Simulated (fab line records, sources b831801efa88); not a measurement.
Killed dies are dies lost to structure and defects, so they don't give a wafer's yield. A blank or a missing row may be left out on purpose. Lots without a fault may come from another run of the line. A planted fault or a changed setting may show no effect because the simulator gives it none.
fab line records | flow sky130
record lots=6 wafers=17 last_day=50
route steps=708 shown VIA4@651 METAL5@661 PAD_OPEN@708
lots that met no fault: from a run of the same line without faults
start_h: hours from the record's first day to the start of the lot's first wafer shown | wait_h: hours since the lot's step before | " the same as in the row above | L1.1+2: a row that stands for several wafers | - no value, or no start given | * or withheld: withheld | < > ~ a bound
route shown NAME@n: a module of which the file shows steps, and the number in the route of the first | usual: mean/standard deviation of fault-free wafers | same: alike in all rows | chamber/n: place in a boat | sites: the reading at each site | _std_site: their standard deviation | _edge_site: outer sites' mean less inner sites' | radius_mm: how far each site lies from the wafer's centre | mask NAME#n: copy n | behind: the tool/chamber that last shaped the wafer | hold: why the lot was held/for how many hours/how that ended | device: the transistor (n, p or np) that didn't switch | end of line: the same wafers' tests at the end of the route | a step without rows: its recipe alone | killed: dies lost to structure and defects at the first sort, not the wafer's yield | map: a wafer's dies, x killed, . not, _ none there
set.NAME: the setting as run; set.NAME@STEP: as run at that earlier step | model.NAME: the simulator's own value behind a step, which no gauge read
lots at some steps of the route; a table a step, a row a wafer
services: from which hour (start_h, from the record's first day; less than 0 if before it) a tool's chamber was out of use, for how many hours, and why
## steps
# step SKY_VIA4_ETCH_12
# recipe target=SiO2 chemistry=C4F8/O2/Ar stop_on=TiN mask_material=NOVOLAK source_w=1500 bias_w=1200 pressure_mtorr=40 c4f8_flow_sccm=withheld O2_flow_sccm=6 Ar_flow_sccm=300 time_s=withheld target_depth_a=5800
# step SKY_VIA4_STRIP_13
# recipe chemistry=O2/N2 power_w=1400 pressure_mtorr=1500 platen_temp_c=withheld o2_flow_sccm=3000 n2_flow_sccm=300 overash_fraction=0.5
# usual drypump_motor_current_A=5.7/0.35 n2_flow_sccm=300.1/0.83 oes_product_au=0.709/0.0044 strip_time_to_endpoint_s=12.808/0.029
# columns lot.wafer tool chamber start_h wait_h drypump_motor_current_A n2_flow_sccm oes_product_au rf_hours_counter_h strip_time_to_endpoint_s
L888.2 plasma_asher-04 0 1049.18 - 4.8 299.1 0.713 29 12.775
L888.4 " 1 " " 5.9 300.0 0.709 - 12.794
L888.6 " 1 " " 5.9 300.2 0.704 - 12.776
L889.2 plasma_asher-04 1 1055.08 - 5.9 300.2 0.705 29 12.767
L889.3 " 0 " " 4.8 301.0 0.713 - 12.782
L889.6 " 1 " " 5.9 301.4 0.703 - 12.794
L895.2 plasma_asher-03 0 1096.12 - 6.0 298.2 0.713 64 12.815
L895.5 " 1 " " 5.7 300.5 0.708 - 12.860
L895.6 " 0 " " 6.0 299.4 0.712 - 12.860
L896.1 plasma_asher-01 1 1103.43 - 5.9 301.3 0.714 101 12.761
L896.3 " 1 " " 5.9 300.6 0.705 - 12.813
L902.1 plasma_asher-03 0 1130.12 - 6.0 299.1 0.709 68 12.809
L902.5 " 0 " " 6.0 300.3 0.707 - 12.811
L902.6 " 1 " " 5.7 299.0 0.711 - 12.784
L903.1 plasma_asher-01 0 1137.13 - 5.9 300.5 0.710 104 12.802
L903.2 " 1 " " 5.9 299.6 0.708 104 12.779
L903.6 " 0 " " 5.9 300.2 0.709 - 12.767
# step SKY_VIA4_STRIP_14
# recipe chemistry=post_etch_residue_remover time_s=1200 temp_c=72.5
# step SKY_VIA4_CLEAN_15
# recipe chemistry=IPA time_s=180 temp_c=25
# step SKY_VIA4_CLEAN_16
# recipe chemistry=O3/DIW dry=n2_spin
# step SKY_VIA4_SPUTTER_17
# recipe material=TiN target_thk_nm=20 chamber_pressure_pa=5 power_w=4000 time_s=80
# usual throttle_valve_pct=29.9/1
# same time_s=80
# columns lot.wafer tool chamber start_h wait_h throttle_valve_pct
L888.2 pvd_sputter-04 - 1049.81 0.0 30.1
L888.4 " - " " 30.7
L888.6 " - " " 30.4
L889.2 pvd_sputter-04 - 1055.67 0.0 30.2
L889.3 " - " " 30.5
L889.6 " - " " 29.9
L895.2 pvd_sputter-03 - 1096.71 0.0 28.5
L895.5 " - " " 29.3
L895.6 " - " " 29.6
L896.1 pvd_sputter-03 - 1104.09 0.0 28.9
L896.3 " - " " 29.8
L902.1 pvd_sputter-03 - 1130.78 0.0 28.3
L902.5 " - " " 28.8
L902.6 " - " " 27.9
L903.1 pvd_sputter-03 - 1137.82 0.0 29.7
L903.2 " - " " 28.3
L903.6 " - " " 28.3
# step SKY_VIA4_CVD_18
# recipe material=W target_thk_nm=505 time_s=152.14 temp_c=400 pressure_torr=40
# step SKY_VIA4_RS_MEAS_19
# recipe thk_meas_gauge=four-point-probe reads=W_of_VIA4_CVD_18+TiN_of_VIA4_SPUTTER_17
# usual VIA4_W_RS=0.2257/0.0025
# columns lot.wafer tool chamber start_h wait_h VIA4_W_RS[ohm/sq]
L888.2 film_metro-02 - 1050.05 0.1 0.2245
L888.4 " - " " 0.2243
L888.6 " - " " 0.2272
L889.2 film_metro-02 - 1055.91 0.1 0.2291
L889.3 " - " " 0.2238
L889.6 " - " " 0.2246
L895.2 film_metro-01 - 1096.95 0.1 0.2210
L895.5 " - " " 0.2241
L895.6 " - " " 0.2218
L896.1 film_metro-01 - 1104.30 0.1 0.2249
L896.3 " - " " 0.2234
L902.1 film_metro-02 - 1131.02 0.1 0.2258
L902.5 " - " " 0.2290
L902.6 " - " " 0.2255
L903.1 film_metro-02 - 1138.03 0.1 0.2261
L903.2 " - " " 0.2252
L903.6 " - " " 0.2257
# step SKY_VIA4_THK_MEAS_20
# recipe thk_meas_gauge=xrf reads=W_of_VIA4_CVD_18
# usual VIA4_W_THK=500/6.1
# columns lot.wafer tool chamber start_h wait_h VIA4_W_THK[nm]
L888.2 film_metro-02 - 1050.16 0.1 499
L888.4 " - " " 500
L888.6 " - " " 497
L889.2 film_metro-02 - 1056.02 0.1 492
L889.3 " - " " 504
L889.6 " - " " 503
L895.2 film_metro-01 - 1097.06 0.1 515
L895.5 " - " " 507
L895.6 " - " " 515
L896.1 film_metro-01 - 1104.42 0.1 507
L896.3 " - " " 507
L902.1 film_metro-02 - 1131.14 0.1 494
L902.5 " - " " 489
L902.6 " - " " 494
L903.1 film_metro-02 - 1138.15 0.1 497
L903.2 " - " " 497
L903.6 " - " " 496
# step SKY_VIA4_CMP_21
# recipe stop_on=SiO2 t_overpolish_s=25 down_force_psi=3.5 platen_rpm=60 target_thk_nm=0 pad_velocity_m_s=0.94248
# step SKY_METAL5_SPUTTER_00
# recipe material=Ti target_thk_nm=15 power_w=3000 time_s=10 chamber_pressure_pa=0.4
# usual throttle_valve_pct=30.0/0.95
# same time_s=10
# columns lot.wafer tool chamber start_h wait_h throttle_valve_pct
L888.2 pvd_sputter-03 - 1050.65 0.2 29.0
L888.4 " - " " 29.5
L888.6 " - " " 29.5
L889.2 pvd_sputter-03 - 1056.37 0.1 28.2
L889.3 " - " " 29.9
L889.6 " - " " 29.8
L895.2 pvd_sputter-03 - 1097.54 0.1 29.7
L895.5 " - " " 29.6
L895.6 " - " " 29.9
L896.1 pvd_sputter-03 - 1104.78 0.2 28.1
L896.3 " - " " 29.3
L902.1 pvd_sputter-02 - 1131.50 0.2 31.9
L902.5 " - " " 31.9
L902.6 " - " " 29.5
L903.1 pvd_sputter-02 - 1138.51 0.2 31.9
L903.2 " - " " 29.6
L903.6 " - " " 29.5
# step SKY_METAL5_SPUTTER_01
# recipe material=TiN target_thk_nm=20 power_w=6500 time_s=16.7 chamber_pressure_pa=0.4
# step SKY_METAL5_SPUTTER_02
# recipe material=AlCu target_thk_nm=1150 power_w=10600 time_s=61.2 chamber_pressure_pa=0.4
# usual throttle_valve_pct=29.9/0.98
# columns lot.wafer tool chamber start_h wait_h throttle_valve_pct model.AlCu_of_METAL5_SPUTTER_02.thk_nm
L888.2 pvd_sputter-03 - 1050.69 0.0 28.7 1157
L888.4 " - " " 29.6 1161
L888.6 " - " " 29.7 1151
L889.2 pvd_sputter-03 - 1056.41 0.0 28.1 1142
L889.3 " - " " 29.8 1141
L889.6 " - " " 29.6 1146
L895.2 pvd_sputter-03 - 1097.59 0.0 29.6 1140
L895.5 " - " " 29.4 1198
L895.6 " - " " 30.1 1136
L896.1 pvd_sputter-03 - 1104.83 0.0 28.3 1193
L896.3 " - " " 29.5 1156
L902.1 pvd_sputter-02 - 1131.55 0.0 31.8 1159
L902.5 " - " " 32.0 1145
L902.6 " - " " 29.8 1155
L903.1 pvd_sputter-02 - 1138.56 0.0 31.8 1146
L903.2 " - " " 29.4 1152
L903.6 " - " " 29.8 1157
# step SKY_METAL5_SPUTTER_03
# recipe material=Ti target_thk_nm=5 power_w=3000 time_s=3.3 chamber_pressure_pa=0.4
# usual throttle_valve_pct=29.9/0.95
# same time_s=3.3
# columns lot.wafer tool chamber start_h wait_h throttle_valve_pct
L888.2 pvd_sputter-03 - 1050.74 0.0 28.8
L888.4 " - " " 29.5
L888.6 " - " " 29.4
L889.2 pvd_sputter-03 - 1056.47 0.0 28.5
L889.3 " - " " 30.0
L889.6 " - " " 29.5
L895.2 pvd_sputter-03 - 1097.64 0.0 29.6
L895.5 " - " " 29.4
L895.6 " - " " 29.8
L896.1 pvd_sputter-03 - 1104.88 0.0 28.2
L896.3 " - " " 29.2
L902.1 pvd_sputter-02 - 1131.60 0.0 31.9
L902.5 " - " " 32.0
L902.6 " - " " 30.0
L903.1 pvd_sputter-02 - 1138.61 0.0 32.1
L903.2 " - " " 29.7
L903.6 " - " " 29.7
# step SKY_METAL5_SPUTTER_04
# recipe material=TiN target_thk_nm=70 power_w=6500 time_s=58.3 chamber_pressure_pa=0.4
# usual throttle_valve_pct=29.9/0.97
# same time_s=58.3
# columns lot.wafer tool chamber start_h wait_h throttle_valve_pct
L888.2 pvd_sputter-03 - 1050.76 0.0 29.0
L888.4 " - " " 29.3
L888.6 " - " " 29.3
L889.2 pvd_sputter-03 - 1056.48 0.0 28.5
L889.3 " - " " 29.8
L889.6 " - " " 29.4
L895.2 pvd_sputter-03 - 1097.65 0.0 29.5
L895.5 " - " " 29.7
L895.6 " - " " 29.8
L896.1 pvd_sputter-03 - 1104.90 0.0 28.4
L896.3 " - " " 29.6
L902.1 pvd_sputter-02 - 1131.62 0.0 32.0
L902.5 " - " " 32.2
L902.6 " - " " 29.6
L903.1 pvd_sputter-02 - 1138.63 0.0 32.1
L903.2 " - " " 29.7
L903.6 " - " " 29.8
# step SKY_METAL5_RS_MEAS_05
# recipe thk_meas_gauge=four-point-probe reads=TiN_of_METAL5_SPUTTER_04+Ti_of_METAL5_SPUTTER_03+AlCu_of_METAL5_SPUTTER_02+TiN_of_METAL5_SPUTTER_01+Ti_of_METAL5_SPUTTER_00
# usual METAL5_ALCU_RS=0.02706/0.00028
# columns lot.wafer tool chamber start_h wait_h hold METAL5_ALCU_RS[ohm/sq]
L888.2 film_metro-04 - 1050.83 0.0 - 0.02687
L888.4 " - " " - 0.02686
L888.6 " - " " - 0.02699
L889.2 film_metro-03 - 1056.55 0.0 - 0.02723
L889.3 " - " " - 0.02729
L889.6 " - " " - 0.02713
L895.2 film_metro-04 - 1097.72 0.0 await_dispo/0.2h/release 0.02726
L895.5 " - " " await_dispo/0.2h/release 0.02593
L895.6 " - " " await_dispo/0.2h/release 0.02734
L895.2 film_metro-04 - 1098.06 0.3 - 0.02727
L895.5 " - " " - 0.02594
L895.6 " - " " - 0.02737
L896.1 film_metro-04 - 1104.95 0.0 - 0.02601
L896.3 " - " " - 0.02688
L902.1 film_metro-04 - 1131.67 0.0 - 0.0268
L902.5 " - " " - 0.02718
L902.6 " - " " - 0.02692
L903.1 film_metro-01 - 1138.68 0.0 - 0.02719
L903.2 " - " " - 0.02705
L903.6 " - " " - 0.02688
# step SKY_METAL5_THK_MEAS_06
# recipe thk_meas_gauge=xrf reads=AlCu_of_METAL5_SPUTTER_02
# usual METAL5_ALCU_THK=1171/14
# columns lot.wafer tool chamber start_h wait_h hold METAL5_ALCU_THK[nm]
L888.2 film_metro-04 - 1050.94 0.1 - 1178
L888.4 " - " " - 1177
L888.6 " - " " - 1169
L889.2 film_metro-03 - 1056.66 0.1 - 1160
L889.3 " - " " - 1160
L889.6 " - " " - 1166
L895.2 film_metro-04 - 1102.95 4.9 await_dispo/4.8h/release 1157
L895.5 " - " " await_dispo/4.8h/release 1222
L895.6 " - " " await_dispo/4.8h/release 1157
L896.1 film_metro-04 - 1105.07 0.1 - 1212
L896.3 " - " " - 1174
L902.1 film_metro-04 - 1131.79 0.1 - 1184
L902.5 " - " " - 1163
L902.6 " - " " - 1181
L903.1 film_metro-01 - 1138.80 0.1 - 1167
L903.2 " - " " - 1173
L903.6 " - " " - 1184
# step SKY_METAL5_DEHYDRATE_07
# recipe temp_c=200 time_s=60
# step SKY_METAL5_HMDS_08
# recipe prime_time_s=60 prime_temp_c=120
# step SKY_METAL5_COAT_09
# recipe resist=NOVOLAK spin_rpm=3000 resist_thk_nm=1800
# step SKY_METAL5_SOFTBAKE_10
# recipe temp_c=90 time_s=60 resist=NOVOLAK
# step SKY_METAL5_EXPOSE_11
# recipe mask_id=MM5 na=0.6 source_shape=conventional sigma_outer=0.6 polarization=unpolarized target_cd_nm=1600 dose_mj=190
# step SKY_METAL5_PEB_12
# recipe temp_c=withheld time_s=* resist=NOVOLAK
# step SKY_METAL5_DEVELOP_13
# recipe resist=NOVOLAK developer=TMAH develop_time_s=60 dev_temp_c=23
# step SKY_METAL5_DESCUM_14
# recipe chemistry=O2 source_power_w=150 bias_power_w=0 pressure_mtorr=10 temp_c=40 time_s=11
# step SKY_METAL5_METAL_ETCH_15
# recipe target_depth_a=12600 stop_on=SiO2 over_etch_frac=0.2 time_s=252 chemistry=Cl2/BCl3 resist_sidewall_deg=86 pressure_mtorr=10 icp_w=900 bias_w=48.5 Cl2_flow_sccm=60 bcl3_flow_sccm=30
# usual drypump_motor_current_A=5.75/0.26 mfc_cl2_sccm=59.99/0.17 oes_product_au=0.894/0.0047 throttle_valve_pct=22.264/0.0088
# same time_s=252
# columns lot.wafer tool chamber start_h wait_h drypump_motor_current_A mfc_cl2_sccm oes_product_au rf_hours_counter_h throttle_valve_pct model.etch.depth_nm model.METAL5.feature_depth_nm
L888.2 rie_metal-03 0 1072.10 0.0 5.74 59.91 0.898 3 22.250 1267 1267
L888.4 " 1 " " 6.27 60.26 0.891 - 22.256 1257 1257
L888.6 " 0 " " 5.73 60.07 0.898 - 22.262 1263 1263
L889.2 rie_metal-04 1 1076.95 0.0 5.44 59.74 0.889 15 22.271 1253 1253
L889.3 " 1 " " 5.43 59.50 0.897 - 22.279 1251 1251
L889.6 " 1 " " 5.43 59.91 0.897 - 22.266 1257 1257
L895.2 rie_metal-04 1 1117.55 0.0 5.44 60.00 0.894 18 22.255 1250 1250
L895.5 " 1 " " 5.41 60.15 0.898 - 22.252 1274 1274
L895.6 " 0 " " 5.75 60.11 0.895 - 22.264 1266 1266
L896.1 rie_metal-04 1 1124.45 0.0 5.43 60.12 0.900 19 22.262 1270 1270
L896.3 " 0 " " 5.75 60.01 0.902 - 22.267 1267 1267
L902.1 rie_metal-01 1 1149.85 0.0 5.81 60.00 0.898 15 22.259 1255 1255
L902.5 " 1 " " 5.79 60.12 0.888 - 22.253 1256 1256
L902.6 " 0 " " 5.51 59.97 0.900 - 22.272 1266 1266
L903.1 rie_metal-01 1 1157.23 0.1 5.77 60.23 0.891 16 22.266 1255 1255
L903.2 " 1 " " 5.80 60.12 0.891 - 22.272 1261 1261
L903.6 " 1 " " 5.80 59.99 0.889 - 22.268 1266 1266
# step SKY_METAL5_STRIP_16
# recipe chemistry=O2/N2 power_w=1400 pressure_mtorr=1500 platen_temp_c=withheld o2_flow_sccm=3000 n2_flow_sccm=300 overash_fraction=0.5
# step SKY_PAD_OPEN_PROBE_99
# usual defect_limited_yield=82.6/1.8 killed_at_M0_to_M3=43/6.4 killed_at_M4_up=2.8/1.7 killed_at_contacts=24/5.5 killed_at_front_end=15/4 killed_at_other=0.3/0.54 killed_dies=86/9.1 killed_open=47/6.6 killed_short=39/6.2 sort_bin_3_pad_short=0.9/0.45 sort_bin_5_function=10.4/1.4 sort_bin_6_memory=6.2/1.1 sort_n_pass=406/9.1 sort_yield_pct=82.6/1.8
# same gross_dies=492 killed_at_back_side=0 sort_bin_4_leakage[%]=0 sort_bin_8_speed[%]=0
# columns lot.wafer tool chamber start_h wait_h defect_limited_yield[%] killed_at_M0_to_M3 killed_at_M4_up killed_at_contacts killed_at_front_end killed_at_other killed_dies killed_open killed_short sort_bin_3_pad_short[%] sort_bin_5_function[%] sort_bin_6_memory[%] sort_n_pass sort_yield_pct[%] model.etest.met5.rs_ohm_sq model.etest.met5.line_ohm_um
L888.2 prober-01 - 1115.64 0.1 80.9 48 0 26 19 1 94 52 42 1.6 12.6 4.9 398 80.9 0.02732 0.01719
L888.4 prober-01 - 1115.74 0.2 80.7 55 2 24 14 0 95 49 46 1.2 11.2 6.9 397 80.7 0.02682 0.01673
L888.6 prober-01 - 1115.84 0.2 81.7 43 2 34 11 0 90 44 46 1.2 8.9 8.1 402 81.7 0.02743 0.01719
L889.2 prober-02 - 1123.69 0.1 83.7 38 6 18 18 0 80 48 32 0.6 9.8 5.9 412 83.7 0.02738 0.01703
L889.3 prober-02 - 1123.74 0.2 81.1 50 6 26 11 0 93 58 35 1.2 10.4 7.3 399 81.1 0.02736 0.01705
L889.6 prober-02 - 1123.89 0.2 82.1 46 4 18 20 0 88 50 38 1.2 10.0 6.7 404 82.1 0.02713 0.01684
L895.2 prober-02 - 1159.00 0.1 80.9 49 4 22 18 1 94 42 52 0.6 11.2 7.3 398 80.9 0.0275 0.01732
L895.5 prober-02 - 1159.15 0.2 84.8 35 2 22 15 1 75 35 40 1.6 9.6 4.1 417 84.8 0.02612 0.01651
L895.6 prober-02 - 1159.20 0.2 81.7 42 2 28 17 1 90 45 45 0.6 11.2 6.5 402 81.7 0.02719 0.01697
L896.1 prober-01 - 1163.96 0.1 82.3 41 3 31 12 0 87 54 33 1.4 7.7 8.5 405 82.3 0.02613 0.0164
L896.3 prober-01 - 1164.06 0.2 83.9 46 1 20 12 0 79 39 40 0.6 8.5 6.9 413 83.9 0.02718 0.01692
L902.1 prober-01 - 1186.85 0.1 82.9 37 3 22 22 0 84 47 37 0.4 9.6 7.1 408 82.9 0.02691 0.01691
L902.5 prober-01 - 1187.05 0.2 83.5 39 2 23 17 0 81 41 40 0.8 8.5 7.1 411 83.5 0.0273 0.01715
L902.6 prober-01 - 1187.10 0.2 83.3 40 3 24 15 0 82 44 38 0.6 9.8 6.3 410 83.3 0.02692 0.01683
L903.1 prober-02 - 1193.18 0.1 82.7 38 2 25 20 0 85 43 42 1.2 8.7 7.3 407 82.7 0.02736 0.01715
L903.2 prober-02 - 1193.23 0.1 84.6 37 4 21 14 0 76 40 36 0.4 11.2 3.9 416 84.6 0.02695 0.01697
L903.6 prober-02 - 1193.43 0.2 85.4 39 1 19 12 1 72 42 30 0.6 9.1 4.9 420 85.4 0.02677 0.01688
# killed by level:class
L888.2 VIA1:geometric_particle:open=13 CONTACT:geometric_particle:open=11 METAL1:geometric_particle:short=9 POLY_GATE:geometric_particle:short=7 VIA3:geometric_particle:open=7 LI_CONTACT:geometric_particle:open=6 METAL2:geometric_particle:short=5 POLY_GATE:geometric_particle:open=4
L888.4 VIA1:geometric_particle:open=17 CONTACT:geometric_particle:open=10 METAL1:geometric_particle:short=7 VIA1:geometric_particle:short=6 VIA2:geometric_particle:short=6 METAL2:geometric_particle:short=5 VIA2:geometric_particle:open=5 FIELD_ISO:geometric_particle:short=4
L888.6 CONTACT:geometric_particle:short=9 LI_CONTACT:geometric_particle:open=8 CONTACT:geometric_particle:open=8 VIA3:geometric_particle:open=8 VIA1:geometric_particle:open=6 VIA1:geometric_particle:short=6 LOCAL_INTERCONNECT:geometric_particle:short=6 VIA2:geometric_particle:open=6
L889.2 CONTACT:geometric_particle:open=10 VIA2:geometric_particle:open=7 VIA1:geometric_particle:open=7 FIELD_ISO:geometric_particle:open=6 METAL2:geometric_particle:short=6 LI_CONTACT:geometric_particle:open=5 METAL4:geometric_particle:short=5 POLY_GATE:geometric_particle:short=4
L889.3 LI_CONTACT:geometric_particle:open=16 VIA1:geometric_particle:open=12 VIA2:geometric_particle:open=11 CONTACT:geometric_particle:open=5 METAL1:geometric_particle:short=5 VIA1:geometric_particle:short=5 METAL2:geometric_particle:short=5 FIELD_ISO:geometric_particle:short=4
L889.6 VIA1:geometric_particle:open=8 VIA3:geometric_particle:open=7 FIELD_ISO:geometric_particle:short=6 VIA2:geometric_particle:open=6 FIELD_ISO:geometric_particle:open=5 CONTACT:geometric_particle:open=5 METAL2:geometric_particle:short=5 POLY_GATE:geometric_particle:open=4
L895.2 VIA3:geometric_particle:open=10 METAL1:geometric_particle:short=8 VIA1:geometric_particle:open=8 METAL2:geometric_particle:short=7 VIA1:geometric_particle:short=6 LOCAL_INTERCONNECT:geometric_particle:short=6 FIELD_ISO:geometric_particle:short=5 LI_CONTACT:geometric_particle:open=5
L895.5 VIA1:geometric_particle:open=11 FIELD_ISO:geometric_particle:short=7 CONTACT:geometric_particle:open=6 LI_CONTACT:geometric_particle:open=5 METAL1:geometric_particle:short=5 METAL2:geometric_particle:short=5 LOCAL_INTERCONNECT:geometric_particle:short=4 VIA3:geometric_particle:open=4
L895.6 LOCAL_INTERCONNECT:geometric_particle:short=11 VIA1:geometric_particle:open=10 METAL2:geometric_particle:short=9 LI_CONTACT:geometric_particle:open=6 VIA1:geometric_particle:short=5 VIA2:geometric_particle:open=5 FIELD_ISO:geometric_particle:short=4 METAL1:geometric_particle:open=4
L896.1 VIA1:geometric_particle:open=14 CONTACT:geometric_particle:open=10 LI_CONTACT:geometric_particle:open=9 METAL1:geometric_particle:short=6 CONTACT:geometric_particle:short=5 FIELD_ISO:geometric_particle:open=4 VIA2:geometric_particle:open=4 FIELD_ISO:geometric_particle:short=3
L896.3 VIA1:geometric_particle:open=12 METAL2:geometric_particle:short=7 METAL1:geometric_particle:short=6 VIA1:geometric_particle:short=6 LOCAL_INTERCONNECT:geometric_particle:short=5 FIELD_ISO:geometric_particle:short=4 LI_CONTACT:geometric_particle:open=4 CONTACT:geometric_particle:open=4
L902.1 VIA1:geometric_particle:open=10 FIELD_ISO:geometric_particle:open=8 CONTACT:geometric_particle:open=7 VIA2:geometric_particle:open=6 POLY_GATE:geometric_particle:short=5 METAL1:geometric_particle:short=5 LI_CONTACT:geometric_particle:open=4 CONTACT:geometric_particle:short=4
L902.5 VIA1:geometric_particle:open=9 LI_CONTACT:geometric_particle:open=7 FIELD_ISO:geometric_particle:open=6 METAL2:geometric_particle:short=6 FIELD_ISO:geometric_particle:short=5 LI_CONTACT:geometric_particle:short=5 CONTACT:geometric_particle:open=5 VIA1:geometric_particle:short=5
L902.6 CONTACT:geometric_particle:open=10 VIA1:geometric_particle:open=8 VIA3:geometric_particle:open=7 FIELD_ISO:geometric_particle:open=5 POLY_GATE:geometric_particle:open=5 CONTACT:geometric_particle:short=5 METAL2:geometric_particle:short=5 VIA2:geometric_particle:short=4
L903.1 CONTACT:geometric_particle:open=8 VIA2:geometric_particle:open=7 FIELD_ISO:geometric_particle:open=6 LI_CONTACT:geometric_particle:open=6 LOCAL_INTERCONNECT:geometric_particle:short=5 VIA1:geometric_particle:open=5 METAL3:geometric_particle:short=5 POLY_GATE:geometric_particle:short=4
L903.2 LI_CONTACT:geometric_particle:open=7 VIA1:geometric_particle:open=7 CONTACT:geometric_particle:short=6 VIA3:geometric_particle:open=6 FIELD_ISO:geometric_particle:short=5 VIA2:geometric_particle:open=5 CONTACT:geometric_particle:open=4 METAL3:geometric_particle:short=4
L903.6 VIA1:geometric_particle:open=9 VIA3:geometric_particle:open=7 LI_CONTACT:geometric_particle:open=6 METAL2:geometric_particle:short=6 CONTACT:geometric_particle:open=5 FIELD_ISO:geometric_particle:open=4 CONTACT:geometric_particle:short=4 POLY_GATE:geometric_particle:open=3
## services
# columns tool chamber start_h hours kind
pvd_sputter-03 1 1056.53 - consumable_replace:kit
pvd_sputter-03 1 1056.53 18.0 scheduled_down
pvd_sputter-03 1 1056.53 18.0 vent_cycle
plasma_asher-03 - 1058.40 7.3 repair
rie_metal-01 - 1063.77 1.4 pm
plasma_asher-01 - 1073.37 6.3 repair
pvd_sputter-02 2 1079.86 - consumable_replace:kit
pvd_sputter-02 2 1079.86 18.0 scheduled_down
pvd_sputter-02 2 1079.86 18.0 vent_cycle
plasma_asher-01 - 1104.59 0.6 repair
pvd_sputter-03 - 1127.23 1.3 repair
pvd_sputter-04 1 1147.84 - consumable_replace:kit
pvd_sputter-04 1 1147.84 18.0 scheduled_down
pvd_sputter-04 1 1147.84 18.0 vent_cycle
rie_metal-01 0 1154.56 - clean
rie_metal-01 0 1154.56 - consumable_replace:focus_ring
rie_metal-01 0 1154.56 27.1 scheduled_down
rie_metal-01 0 1154.56 27.1 vent_cycle
## key
first_sign step=SKY_METAL5_RS_MEAS_05 reading=visit direction=added
effect step=SKY_METAL5_RS_MEAS_05 reading=METAL5_ALCU_RS direction=down sigmas=3.9 usual=0.02706 struck=0.02597
effect step=SKY_METAL5_THK_MEAS_06 reading=METAL5_ALCU_THK direction=up sigmas=3.3 usual=1171 struck=1217
model_effect step=SKY_METAL5_SPUTTER_02 value=AlCu_of_METAL5_SPUTTER_02.thk_nm without=1142 struck=1196
model_effect step=SKY_METAL5_METAL_ETCH_15 value=etch.depth_nm without=1253 struck=1272
model_effect step=SKY_PAD_OPEN_PROBE_99 value=etest.met5.rs_ohm_sq without=0.02736 struck=0.02612
met_at SKY_METAL5_SPUTTER_02
struck_wafers L895.5,L896.1
onset_between 1056.41 1097.59
fault kind=process_parameter_drift tool=pvd_sputter-03 chamber=- onset_h=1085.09 steps=SKY_METAL5_SPUTTER_02 channel=time_s offset=* shape=step end_h=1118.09 scope=struck_wafers_only acts_in=* stated=*
